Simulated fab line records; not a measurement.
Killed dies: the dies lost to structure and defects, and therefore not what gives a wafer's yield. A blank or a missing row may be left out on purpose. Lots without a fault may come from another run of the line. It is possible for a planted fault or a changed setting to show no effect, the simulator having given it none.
fab line records	flow gf180mcu
record: lots: 24	wafers: 72	lastDay: 34
route steps=602 shown V4@498 MIM@503 M5@535 V5@557 TOP_METAL@583
lots that met no fault: taken from a fault-free run of the same line
startH: hours from the record's opening day to when the first of the lot's shown wafers began	waitH: time in hours since the lot's previous step	" the same as in the row above	L1.1+2: a row that stands for several wafers	- no value, or no start given	* or withheld: withheld	< > ~ a bound
route shown NAME@n: NAME is a module with steps in the file, n the number in the route of the first one	usual: mean and standard deviation over wafers with no fault	same: alike in all rows	chamber/n: place in a boat	sites: per-site readings	_std_site: the values' standard deviation	_edge_site: the outer-site mean with the inner-site mean subtracted	radiusMm: for every site, how far away it sits from the centre of the wafer	mask NAME#n: copy n	behind: tool/chamber where the wafer was last shaped	hold: the reason the lot was held/the length of the hold in hours/how it ended	device: transistor that didn't switch, given as n, p or np	end of line: at the end of the route, the tests of the same wafers	where a step has no rows: the recipe by itself	killed: at the first sort, the dies lost to defects and structure; wafer yield is something else	map: the dies of a wafer, with x for killed, . for not killed, _ for no die there
set.NAME: setting as actually run; set.NAME@STEP: the setting as run at that earlier step	model.NAME: the simulator's own value behind a step, which no gauge read
route steps across a sampled set of lots; one table per step, one row per wafer
services: from which hour (startH, from the record's first day; less than 0 if before it) a tool's chamber was out of use, for how many hours, and why
== steps ==
step: GF_V4_SPUTTER_22
recipe: material: TiN	targetThkNm: 10	chamberPressurePa: 5	powerW: 4000	timeS: 40
usual: throttleValvePct: 30.4/0.77
lot.wafer	tool	chamber	startH	waitH	throttleValvePct
L074.3	pvdSputter-01	-	577.72	0.0	29.5
L074.4	"	-	"	"	29.7
L074.6	"	-	"	"	29.4
L075.1	pvdSputter-04	-	578.37	0.0	30.8
L075.2	"	-	"	"	31.1
L075.5	"	-	"	"	31.4
L076.2	pvdSputter-04	-	589.76	0.0	31.3
L076.5	"	-	"	"	31.6
L076.6	"	-	"	"	30.7
L077.2	pvdSputter-04	-	595.20	0.0	30.6
L077.3	"	-	"	"	30.9
L077.5	"	-	"	"	30.9
L078.1	pvdSputter-04	-	599.52	0.0	31.5
L078.4	"	-	"	"	31.3
L078.6	"	-	"	"	30.9
L079.3	pvdSputter-01	-	602.15	0.0	30.2
L079.4	"	-	"	"	29.5
L079.5	"	-	"	"	29.3
L080.1	pvdSputter-01	-	615.26	0.0	29.6
L080.5	"	-	"	"	29.6
L080.6	"	-	"	"	30.0
L081.2	pvdSputter-04	-	620.50	0.0	30.7
L081.3	"	-	"	"	31.3
L081.4	"	-	"	"	31.1
L082.3	pvdSputter-04	-	631.17	0.0	31.4
L082.4	"	-	"	"	30.5
L082.5	"	-	"	"	30.9
L083.1	pvdSputter-01	-	647.86	0.0	29.8
L083.2	"	-	"	"	29.3
L083.3	"	-	"	"	29.7
L084.2	pvdSputter-04	-	650.93	0.0	31.1
L084.3	"	-	"	"	31.1
L084.4	"	-	"	"	31.4
L085.1	pvdSputter-04	-	654.00	0.0	30.9
L085.4	"	-	"	"	31.4
L085.6	"	-	"	"	31.0
L086.1	pvdSputter-01	-	661.88	0.0	29.6
L086.3	"	-	"	"	29.6
L086.6	"	-	"	"	29.7
L087.1	pvdSputter-01	-	671.68	0.0	29.4
L087.5	"	-	"	"	29.4
L087.6	"	-	"	"	29.6
L088.3	pvdSputter-01	-	677.40	0.0	29.6
L088.4	"	-	"	"	29.4
L088.5	"	-	"	"	29.5
L089.2	pvdSputter-02	-	679.44	0.0	30.3
L089.4	"	-	"	"	31.1
L089.5	"	-	"	"	31.3
L090.1	pvdSputter-02	-	685.32	0.0	31.0
L090.2	"	-	"	"	30.9
L090.4	"	-	"	"	29.7
L091.1	pvdSputter-01	-	694.51	0.0	29.3
L091.2	"	-	"	"	29.3
L091.3	"	-	"	"	29.5
L092.1	pvdSputter-01	-	698.07	0.0	29.5
L092.2	"	-	"	"	30.2
L092.5	"	-	"	"	29.6
L093.2	pvdSputter-02	-	710.78	0.0	30.2
L093.3	"	-	"	"	29.7
L093.5	"	-	"	"	30.3
L094.1	pvdSputter-04	-	713.59	0.0	31.4
L094.2	"	-	"	"	31.0
L094.4	"	-	"	"	31.3
L095.1	pvdSputter-02	-	720.89	0.0	29.4
L095.2	"	-	"	"	30.9
L095.4	"	-	"	"	30.9
L096.2	pvdSputter-04	-	726.56	0.0	30.7
L096.3	"	-	"	"	31.3
L096.6	"	-	"	"	31.4
L097.1	pvdSputter-04	-	730.02	0.0	30.9
L097.2	"	-	"	"	31.5
L097.5	"	-	"	"	30.8
step: GF_MIM_SPUTTER_00
recipe: material: Ti	targetThkNm: 37.5	arrivingIonEnergyEv: 80	substrateTempC: 200	chamberPressurePa: 2	powerW: 4000	timeS: 150
usual: throttleValvePct: 30.4/0.77
lot.wafer	tool	chamber	startH	waitH	throttleValvePct
L074.3	pvdSputter-03	-	578.35	0.1	30.1
L074.4	"	-	"	"	30.5
L074.6	"	-	"	"	31.9
L075.1	pvdSputter-03	-	579.00	0.1	30.5
L075.2	"	-	"	"	32.1
L075.5	"	-	"	"	30.2
L076.2	pvdSputter-01	-	590.44	0.2	29.6
L076.5	"	-	"	"	29.4
L076.6	"	-	"	"	29.5
L077.2	pvdSputter-03	-	595.92	0.1	30.0
L077.3	"	-	"	"	30.6
L077.5	"	-	"	"	30.6
L078.1	pvdSputter-01	-	600.15	0.2	29.4
L078.4	"	-	"	"	29.6
L078.6	"	-	"	"	29.6
L079.3	pvdSputter-03	-	602.89	0.2	30.6
L079.4	"	-	"	"	32.1
L079.5	"	-	"	"	30.2
L080.1	pvdSputter-01	-	615.89	0.2	29.5
L080.5	"	-	"	"	29.6
L080.6	"	-	"	"	29.5
L081.2	pvdSputter-03	-	621.22	0.1	31.8
L081.3	"	-	"	"	30.8
L081.4	"	-	"	"	32.0
L082.3	pvdSputter-03	-	631.80	0.2	32.0
L082.4	"	-	"	"	29.9
L082.5	"	-	"	"	30.4
L083.1	pvdSputter-01	-	648.49	0.1	29.6
L083.2	"	-	"	"	29.5
L083.3	"	-	"	"	29.2
L084.2	pvdSputter-01	-	651.56	0.2	29.7
L084.3	"	-	"	"	29.3
L084.4	"	-	"	"	30.3
L085.1	pvdSputter-03	-	654.64	0.1	30.1
L085.4	"	-	"	"	32.1
L085.6	"	-	"	"	30.3
L086.1	pvdSputter-02	-	662.51	0.2	30.4
L086.3	"	-	"	"	30.7
L086.6	"	-	"	"	31.0
L087.1	pvdSputter-03	-	672.32	0.1	30.6
L087.5	"	-	"	"	30.4
L087.6	"	-	"	"	30.5
L088.3	pvdSputter-02	-	678.03	0.2	29.7
L088.4	"	-	"	"	30.3
L088.5	"	-	"	"	30.4
L089.2	pvdSputter-03	-	680.07	0.1	30.5
L089.4	"	-	"	"	30.7
L089.5	"	-	"	"	30.3
L090.1	pvdSputter-01	-	685.95	0.2	30.3
L090.2	"	-	"	"	29.6
L090.4	"	-	"	"	29.5
L091.1	pvdSputter-01	-	695.15	0.2	29.4
L091.2	"	-	"	"	30.0
L091.3	"	-	"	"	29.6
L092.1	pvdSputter-02	-	698.70	0.1	30.9
L092.2	"	-	"	"	30.1
L092.5	"	-	"	"	30.1
L093.2	pvdSputter-02	-	711.41	0.2	30.4
L093.3	"	-	"	"	29.3
L093.5	"	-	"	"	29.4
L094.1	pvdSputter-02	-	714.22	0.2	31.0
L094.2	"	-	"	"	30.8
L094.4	"	-	"	"	29.4
L095.1	pvdSputter-02	-	721.58	0.2	30.4
L095.2	"	-	"	"	29.5
L095.4	"	-	"	"	30.8
L096.2	pvdSputter-03	-	727.19	0.2	31.9
L096.3	"	-	"	"	30.4
L096.6	"	-	"	"	30.1
L097.1	pvdSputter-02	-	730.65	0.2	31.3
L097.2	"	-	"	"	31.2
L097.5	"	-	"	"	29.5
step: GF_M5_ETCH_09
recipe: chemistry: CF4/O2	target: Si3N4	targetDepthNm: 52	sourceW: 800	biasW: 150	pressureMtorr: 150	cf4FlowSccm: 80	O2_flow_sccm: 10	timeS: 11.6
usual: cf4FlowSccm: 80.01/0.25	chamberPressureMTorr: 149.99/0.17	drypumpMotorCurrentA: 5.7/0.51	oesProductAu: 1.002/0.0078	throttleValvePct: 5.971/0.01
lot.wafer	tool	chamber	startH	waitH	cf4FlowSccm	chamberPressureMTorr	drypumpMotorCurrentA	oesProductAu	rfHoursCounterH	throttleValvePct
L074.3	rieDiel-03	0	620.70	0.0	80.18	150.13	5.5	1.003	19	5.970
L074.4	"	1	"	"	79.91	149.74	5.4	0.994	10	5.973
L074.6	"	1	"	"	80.16	149.90	5.5	0.990	-	5.958
L075.1	rieDiel-04	1	621.65	0.0	79.85	150.01	5.6	1.001	25	5.949
L075.2	"	3	"	"	80.15	149.91	6.0	1.013	0	5.972
L075.5	"	2	"	"	80.36	150.24	6.4	0.995	-	5.964
L076.2	rieDiel-01	1	632.57	0.0	79.36	150.13	6.3	0.992	23	5.964
L076.5	"	3	"	"	80.36	150.12	6.5	1.016	-	5.982
L076.6	"	0	"	"	79.87	149.99	6.0	0.992	-	5.982
L077.2	rieDiel-01	3	637.32	0.0	79.88	149.81	6.5	1.012	25	5.968
L077.3	"	0	"	"	80.00	150.02	6.1	1.008	55	5.967
L077.5	"	2	"	"	80.44	150.13	5.6	1.000	-	5.973
L078.1	rieDiel-03	1	641.51	0.0	80.33	149.90	5.5	1.004	10	5.971
L078.4	"	0	"	"	79.86	150.08	5.4	0.999	-	5.983
L078.6	"	3	"	"	80.45	150.01	5.9	1.000	-	5.975
L079.3	rieDiel-04	0	644.59	0.0	80.16	151.27	5.2	0.999	46	5.953
L079.4	"	1	"	"	79.50	150.01	5.6	0.995	26	5.957
L079.5	"	1	"	"	79.81	150.13	5.5	0.996	-	5.959
L080.1	rieDiel-03	1	656.96	0.0	80.06	150.11	5.4	0.990	11	5.983
L080.5	"	3	"	"	79.76	149.95	5.9	1.013	-	5.977
L080.6	"	2	"	"	79.72	150.04	4.8	1.014	-	5.965
L081.2	rieDiel-01	2	662.67	0.0	79.96	149.89	5.6	0.989	53	5.972
L081.3	"	1	"	"	80.24	149.99	6.3	1.006	25	5.975
L081.4	"	0	"	"	79.96	149.99	6.1	1.010	57	5.973
L082.3	rieDiel-01	0	673.42	0.0	79.66	149.96	6.0	1.007	57	5.988
L082.4	"	1	"	"	79.57	150.20	6.3	1.008	25	5.967
L082.5	"	2	"	"	80.36	149.98	5.6	0.996	-	5.973
L083.1	rieDiel-03	2	688.24	0.0	79.94	150.00	4.8	0.999	25	5.975
L083.2	"	0	"	"	80.05	149.96	5.4	0.983	22	5.962
L083.3	"	1	"	"	79.91	149.81	5.5	0.992	12	5.969
L084.2	rieDiel-03	2	691.89	0.0	79.81	149.96	4.8	1.015	25	5.974
L084.3	"	0	"	"	79.93	149.91	5.5	1.001	22	5.959
L084.4	"	3	"	"	80.08	150.09	5.9	1.006	14	5.968
L085.1	rieDiel-03	1	694.96	0.0	80.11	150.10	5.4	0.990	13	5.964
L085.4	"	2	"	"	80.40	150.22	4.8	0.998	25	5.990
L085.6	"	3	"	"	79.64	149.95	5.9	0.990	-	5.974
L086.1	rieDiel-03	2	701.59	0.0	80.28	149.75	4.8	1.023	25	5.964
L086.3	"	0	"	"	79.69	149.94	5.4	1.000	22	5.971
L086.6	"	0	"	"	79.95	149.86	5.4	0.997	-	5.956
L087.1	rieDiel-03	1	711.67	0.0	79.76	149.80	5.4	0.991	13	5.976
L087.5	"	3	"	"	79.67	150.04	5.9	1.009	-	5.966
L087.6	"	2	"	"	79.67	149.93	4.8	1.003	-	5.985
L088.3	rieDiel-03	0	715.89	0.0	79.55	149.88	5.4	1.002	23	5.986
L088.4	"	2	"	"	80.17	150.06	4.8	1.008	26	5.982
L088.5	"	3	"	"	80.08	149.99	5.9	0.998	-	5.965
L089.2	rieDiel-04	2	717.99	0.0	80.10	149.85	6.5	0.991	31	5.972
L089.4	"	1	"	"	80.02	149.95	5.6	1.007	29	5.974
L089.5	"	1	"	"	79.92	150.02	5.6	1.000	-	5.972
L090.1	rieDiel-04	2	724.26	0.0	79.94	150.23	6.5	1.003	31	5.968
L090.2	"	0	"	"	79.83	150.22	5.2	1.010	50	5.978
L090.4	"	1	"	"	80.29	150.10	5.6	1.010	29	5.966
L091.1	rieDiel-03	1	732.59	0.0	80.15	149.97	5.4	1.002	14	5.965
L091.2	"	0	"	"	79.48	149.93	5.4	1.014	23	5.992
L091.3	"	2	"	"	80.25	150.00	4.8	1.017	27	5.965
L092.1	rieDiel-01	3	735.87	0.0	80.32	149.90	6.5	1.008	29	5.980
L092.2	"	1	"	"	80.19	149.99	6.3	1.000	29	5.982
L092.5	"	2	"	"	80.40	149.93	5.6	0.996	-	5.958
L093.2	rieDiel-01	0	747.01	0.0	80.19	150.04	6.1	0.990	1	5.981
L093.3	"	3	"	"	79.97	149.96	6.5	1.012	30	5.985
L093.5	"	0	"	"	80.28	150.07	6.1	0.995	-	5.965
L094.1	rieDiel-03	2	750.32	0.0	79.89	150.00	4.8	1.014	27	5.964
L094.2	"	1	"	"	80.12	150.08	5.4	0.986	15	5.955
L094.4	"	3	"	"	80.47	149.95	5.9	0.990	16	5.974
L095.1	rieDiel-04	2	757.24	0.0	80.12	149.83	6.5	0.992	32	5.987
L095.2	"	1	"	"	80.29	149.80	5.6	1.004	30	5.965
L095.4	"	0	"	"	79.99	149.94	5.2	1.006	51	5.986
L096.2	rieDiel-04	1	762.12	0.0	79.84	150.10	5.6	1.010	31	5.974
L096.3	"	3	"	"	79.88	149.96	6.0	1.007	6	5.966
L096.6	"	1	"	"	79.91	149.96	5.6	0.999	-	5.972
L097.1	rieDiel-03	1	765.69	0.0	80.18	150.07	5.4	0.999	15	5.973
L097.2	"	0	"	"	79.84	149.97	5.4	1.005	25	5.973
L097.5	"	1	"	"	80.10	149.84	5.5	0.990	-	5.978
step: GF_V5_ETCH_17
recipe: chemistry: C4F8/O2/Ar	maskMaterial: KrF	target: SiO2	stopOn: TiN	sourceW: 1500	biasW: 1200	pressureMtorr: 40	c4f8FlowSccm: withheld	O2_flow_sccm: 6	Ar_flow_sccm: 300	timeS: withheld	targetDepthA: 8550
usual: chamberPressureMTorr: 40.00/0.037	oesProductAu: 0.859/0.0049
lot.wafer	tool	chamber	startH	waitH	chamberPressureMTorr	oesProductAu
L074.3	rieDiel-02	3	-	-	39.98	0.869
L074.4	"	1	"	"	39.97	0.869
L074.6	"	0	"	"	39.97	0.862
L075.1	rieDiel-03	0	-	-	39.96	0.864
L075.2	"	3	"	"	39.96	0.870
L075.5	"	1	"	"	40.03	0.861
L076.2	rieDiel-03	2	-	-	39.99	0.856
L076.5	"	2	"	"	40.05	0.869
L076.6	"	1	"	"	39.99	0.858
L077.2	rieDiel-03	1	-	-	39.96	0.858
L077.3	"	3	"	"	40.01	0.856
L077.5	"	2	"	"	40.01	0.863
L078.1	rieDiel-04	3	-	-	40.04	0.851
L078.4	"	1	"	"	40.03	0.855
L078.6	"	1	"	"	40.01	0.859
L079.3	rieDiel-04	0	-	-	40.05	0.850
L079.4	"	2	"	"	40.03	0.856
L079.5	"	0	"	"	40.04	0.851
L080.1	rieDiel-04	1	-	-	39.92	0.859
L080.5	"	2	"	"	40.04	0.861
L080.6	"	3	"	"	39.97	0.859
L081.2	rieDiel-04	0	-	-	39.97	0.859
L081.3	"	2	"	"	39.99	0.852
L081.4	"	3	"	"	40.03	0.853
L082.3	rieDiel-04	2	-	-	40.04	0.854
L082.4	"	3	"	"	39.93	0.862
L082.5	"	0	"	"	40.04	0.866
L083.1	rieDiel-02	2	-	-	39.97	0.857
L083.2	"	1	"	"	40.02	0.862
L083.3	"	0	"	"	39.98	0.847
L084.2	rieDiel-04	3	-	-	39.99	0.863
L084.3	"	1	"	"	40.01	0.862
L084.4	"	0	"	"	39.97	0.858
L085.1	rieDiel-04	0	-	-	40.01	0.858
L085.4	"	1	"	"	39.99	0.858
L085.6	"	2	"	"	39.98	0.864
L086.1	rieDiel-03	3	-	-	39.97	0.854
L086.3	"	1	"	"	39.97	0.855
L086.6	"	3	"	"	39.99	0.855
L087.1	rieDiel-02	3	-	-	39.98	0.864
L087.5	"	2	"	"	39.95	0.865
L087.6	"	3	"	"	39.98	0.866
L088.3	rieDiel-03	0	-	-	40.03	0.856
L088.4	"	0	"	"	40.03	0.851
L088.5	"	1	"	"	40.00	0.858
L089.2	rieDiel-02	1	-	-	39.97	0.858
L089.4	"	0	"	"	40.05	0.867
L089.5	"	3	"	"	40.00	0.858
L090.1	rieDiel-03	1	-	-	40.03	0.864
L090.2	"	0	"	"	40.04	0.854
L090.4	"	3	"	"	40.02	0.861
L091.1	rieDiel-02	1	-	-	40.00	0.860
L091.2	"	0	"	"	39.97	0.859
L091.3	"	3	"	"	39.95	0.861
L092.1	rieDiel-02	0	-	-	40.02	0.854
L092.2	"	1	"	"	39.99	0.855
L092.5	"	2	"	"	40.04	0.851
L093.2	rieDiel-02	1	-	-	40.04	0.853
L093.3	"	0	"	"	39.97	0.862
L093.5	"	2	"	"	39.95	0.864
L094.1	rieDiel-04	1	-	-	40.02	0.855
L094.2	"	2	"	"	40.06	0.854
L094.4	"	3	"	"	39.91	0.859
L095.1	rieDiel-02	1	-	-	39.97	0.864
L095.2	"	0	"	"	39.98	0.864
L095.4	"	2	"	"	40.05	0.863
L096.2	rieDiel-02	2	-	-	39.98	0.856
L096.3	"	0	"	"	39.99	0.855
L096.6	"	2	"	"	39.95	0.863
L097.1	rieDiel-02	2	-	-	40.02	0.854
L097.2	"	3	"	"	39.97	0.863
L097.5	"	2	"	"	39.96	0.866
step: GF_V5_THK_MEAS_25
recipe: thkMeasGauge: xrf	reads: W_of_V5_CVD_23
usual: V5_W_THK: 350/5.2
lot.wafer	tool	chamber	startH	waitH	V5_W_THK[nm]
L074.3	filmMetro-03	-	643.58	0.1	357
L074.4	"	-	"	"	350
L074.6	"	-	"	"	350
L075.1	filmMetro-03	-	644.45	0.1	346
L075.2	"	-	"	"	350
L075.5	"	-	"	"	354
L076.2	filmMetro-01	-	655.34	0.1	356
L076.5	"	-	"	"	353
L076.6	"	-	"	"	350
L077.2	filmMetro-03	-	660.33	0.1	349
L077.3	"	-	"	"	343
L077.5	"	-	"	"	346
L078.1	filmMetro-02	-	664.92	0.1	351
L078.4	"	-	"	"	354
L078.6	"	-	"	"	354
L079.3	filmMetro-01	-	667.34	0.1	350
L079.4	"	-	"	"	358
L079.5	"	-	"	"	349
L080.1	filmMetro-02	-	678.99	0.1	357
L080.5	"	-	"	"	346
L080.6	"	-	"	"	352
L081.2	filmMetro-03	-	685.23	0.1	339
L081.3	"	-	"	"	344
L081.4	"	-	"	"	345
L082.3	filmMetro-01	-	695.38	0.1	352
L082.4	"	-	"	"	347
L082.5	"	-	"	"	348
L083.1	filmMetro-02	-	708.88	0.1	356
L083.2	"	-	"	"	353
L083.3	"	-	"	"	352
L084.2	filmMetro-01	-	712.82	0.1	354
L084.3	"	-	"	"	355
L084.4	"	-	"	"	347
L085.1	filmMetro-02	-	716.26	0.1	349
L085.4	"	-	"	"	354
L085.6	"	-	"	"	348
L086.1	filmMetro-01	-	722.48	0.1	344
L086.3	"	-	"	"	348
L086.6	"	-	"	"	357
L087.1	filmMetro-03	-	732.36	0.1	346
L087.5	"	-	"	"	342
L087.6	"	-	"	"	343
L088.3	filmMetro-02	-	735.90	0.1	354
L088.4	"	-	"	"	348
L088.5	"	-	"	"	346
L089.2	filmMetro-01	-	737.89	0.1	345
L089.4	"	-	"	"	351
L089.5	"	-	"	"	350
L090.1	filmMetro-03	-	744.28	0.1	343
L090.2	"	-	"	"	348
L090.4	"	-	"	"	349
L091.1	filmMetro-03	-	752.38	0.1	347
L091.2	"	-	"	"	340
L091.3	"	-	"	"	340
L092.1	filmMetro-01	-	755.61	0.1	351
L092.2	"	-	"	"	355
L092.5	"	-	"	"	352
L093.2	filmMetro-03	-	765.91	0.1	350
L093.3	"	-	"	"	347
L093.5	"	-	"	"	352
L094.1	filmMetro-02	-	768.89	0.1	356
L094.2	"	-	"	"	353
L094.4	"	-	"	"	353
L095.1	filmMetro-03	-	775.69	0.1	346
L095.2	"	-	"	"	348
L095.4	"	-	"	"	350
L096.2	filmMetro-03	-	780.84	0.1	343
L096.3	"	-	"	"	347
L096.6	"	-	"	"	341
L097.1	filmMetro-01	-	783.52	0.1	346
L097.2	"	-	"	"	346
L097.5	"	-	"	"	347
step: GF_TOP_METAL_METAL_ETCH_16
recipe: chemistry: Cl2/BCl3	maskMaterial: NOVOLAK	targetDepthNm: 1197	stopOn: SiO2	pressureMtorr: 8	icpW: 800	biasW: 140	Cl2_flow_sccm: 80	bcl3FlowSccm: 40	timeS: 199.5
usual: chamberPressureMTorr: 8.001/0.0075	drypumpMotorCurrentA: 6.1/0.38	oesProductAu: 0.992/0.0061	throttleValvePct: 28.228/0.0098
lot.wafer	tool	chamber	startH	waitH	chamberPressureMTorr	drypumpMotorCurrentA	oesProductAu	rfHoursCounterH	throttleValvePct
L074.3	rieMetal-02	1	664.54	0.1	7.997	6.6	0.992	-	28.216
L074.4	"	0	"	"	7.997	6.4	0.989	-	28.221
L074.6	"	0	"	"	8.002	6.4	0.989	-	28.252
L075.1	rieMetal-03	1	665.12	0.0	7.983	5.9	0.985	3	28.242
L075.2	"	1	"	"	7.998	5.9	0.992	-	28.234
L075.5	"	1	"	"	8.000	5.8	0.986	-	28.226
L076.2	rieMetal-02	0	676.33	0.0	7.998	6.5	0.982	15	28.240
L076.5	"	1	"	"	8.006	6.6	0.987	-	28.246
L076.6	"	0	"	"	8.001	6.4	0.984	-	28.234
L077.2	rieMetal-01	1	681.13	0.0	7.997	5.6	1.003	6	28.217
L077.3	"	1	"	"	8.001	5.5	0.999	-	28.228
L077.5	"	0	"	"	7.996	6.2	0.992	-	28.230
L078.1	rieMetal-03	1	685.02	0.0	7.990	5.9	0.984	4	28.226
L078.4	"	0	"	"	8.011	6.2	0.992	-	28.240
L078.6	"	1	"	"	7.993	5.9	0.989	-	28.240
L079.3	rieMetal-02	1	687.51	0.1	8.004	6.7	0.992	-	28.215
L079.4	"	1	"	"	8.000	6.7	0.988	-	28.234
L079.5	"	1	"	"	7.988	6.6	0.998	-	28.225
L080.1	rieMetal-03	0	698.13	0.0	8.000	6.1	0.998	7	28.232
L080.5	"	1	"	"	7.997	5.8	0.995	-	28.240
L080.6	"	0	"	"	8.007	6.1	0.986	-	28.216
L081.2	rieMetal-03	0	704.39	0.0	7.989	6.1	0.995	7	28.239
L081.3	"	0	"	"	8.009	6.1	0.992	-	28.241
L081.4	"	1	"	"	8.005	5.8	0.983	-	28.237
L082.3	rieMetal-02	1	714.86	0.1	8.003	6.7	0.997	-	28.220
L082.4	"	0	"	"	7.996	6.4	0.987	-	28.236
L082.5	"	0	"	"	8.002	6.4	0.986	-	28.227
L083.1	rieMetal-03	0	727.63	0.0	8.021	6.1	0.991	8	28.238
L083.2	"	1	"	"	8.001	5.8	0.988	6	28.224
L083.3	"	1	"	"	8.000	5.8	0.984	-	28.214
L084.2	rieMetal-02	1	731.68	0.0	8.000	6.6	0.990	6	28.221
L084.3	"	1	"	"	7.992	6.7	0.992	-	28.211
L084.4	"	0	"	"	8.007	6.4	0.992	-	28.232
L085.1	rieMetal-02	0	734.32	0.0	8.002	6.5	0.994	1	28.229
L085.4	"	1	"	"	8.009	6.6	0.996	-	28.227
L085.6	"	0	"	"	8.007	6.4	0.987	-	28.232
L086.1	rieMetal-02	1	740.99	0.0	7.999	6.7	1.002	7	28.236
L086.3	"	0	"	"	7.988	6.4	0.987	-	28.237
L086.6	"	1	"	"	8.005	6.7	1.004	-	28.230
L087.1	rieMetal-01	1	750.48	0.0	7.998	5.6	1.000	9	28.221
L087.5	"	1	"	"	8.009	5.6	0.995	-	28.221
L087.6	"	1	"	"	8.008	5.6	0.998	-	28.218
L088.3	rieMetal-01	1	753.81	0.1	7.985	5.6	0.999	-	28.207
L088.4	"	1	"	"	8.011	5.6	0.998	-	28.222
L088.5	"	1	"	"	8.003	5.5	0.996	-	28.221
L089.2	rieMetal-03	1	755.36	0.0	8.006	5.8	0.982	7	28.225
L089.4	"	1	"	"	8.002	5.8	0.985	-	28.236
L089.5	"	1	"	"	8.009	5.8	0.984	-	28.224
L090.1	rieMetal-01	1	761.77	0.0	7.996	5.6	0.990	10	28.220
L090.2	"	0	"	"	8.004	6.2	1.003	14	28.234
L090.4	"	1	"	"	8.002	5.6	0.987	-	28.214
L091.1	rieMetal-01	0	769.33	0.0	8.010	6.2	0.998	14	28.225
L091.2	"	1	"	"	8.000	5.6	0.993	11	28.237
L091.3	"	0	"	"	8.011	6.2	1.007	-	28.228
L092.1	rieMetal-02	0	772.72	0.0	8.011	6.4	0.997	3	28.221
L092.2	"	1	"	"	7.973	6.6	0.996	8	28.202
L092.5	"	1	"	"	8.001	6.7	0.993	-	28.215
L093.2	rieMetal-03	1	782.04	0.0	8.006	5.9	0.986	8	28.224
L093.3	"	1	"	"	7.990	5.9	0.990	-	28.236
L093.5	"	0	"	"	8.000	6.1	0.987	-	28.238
L094.1	rieMetal-01	0	785.64	0.0	8.007	6.2	0.998	15	28.212
L094.2	"	1	"	"	8.015	5.6	0.997	12	28.211
L094.4	"	0	"	"	8.001	6.2	0.986	-	28.230
L095.1	rieMetal-01	1	792.02	0.0	7.987	5.5	0.994	12	28.240
L095.2	"	0	"	"	8.003	6.2	1.004	16	28.226
L095.4	"	1	"	"	8.003	5.6	1.001	-	28.220
L096.2	rieMetal-03	1	796.80	0.0	8.001	5.9	0.992	9	28.228
L096.3	"	1	"	"	8.010	5.9	0.989	-	28.241
L096.6	"	0	"	"	8.001	6.1	0.988	-	28.221
L097.1	rieMetal-02	0	798.93	0.0	7.999	6.4	0.987	5	28.225
L097.2	"	1	"	"	7.995	6.6	0.992	10	28.231
L097.5	"	1	"	"	7.998	6.7	0.999	-	28.230
== services ==
tool	chamber	startH	hours	kind
rieDiel-04	1	566.66	8.3	repair
rieMetal-02	-	570.98	1.4	pm
rieMetal-03	1	575.46	9.6	repair
rieMetal-03	-	585.49	2.8	pm
pvdSputter-02	-	586.00	38.3	repair
rieDiel-04	3	589.43	5.4	repair
rieDiel-02	0	609.95	13.5	repair
rieDiel-03	-	613.53	2.8	pm
rieMetal-02	-	628.25	0.6	repair
rieDiel-03	2	638.54	7.6	repair
pvdSputter-02	-	643.78	4.5	repair
rieDiel-03	1	646.99	6.2	repair
pvdSputter-03	-	647.45	1.2	repair
rieDiel-02	-	652.42	28.1	pm
rieDiel-03	2	674.48	1.7	repair
rieDiel-03	1	674.76	4.3	repair
pvdSputter-04	-	675.67	5.4	repair
pvdSputter-04	-	690.43	2.2	repair
pvdSputter-03	-	730.99	3.0	repair
rieDiel-03	3	733.15	2.9	repair
rieMetal-02	-	755.36	1.1	repair
rieDiel-03	3	777.54	1.7	repair
pvdSputter-02	-	786.41	14.9	repair
rieDiel-04	2	794.95	3.5	repair
== key ==
fault none
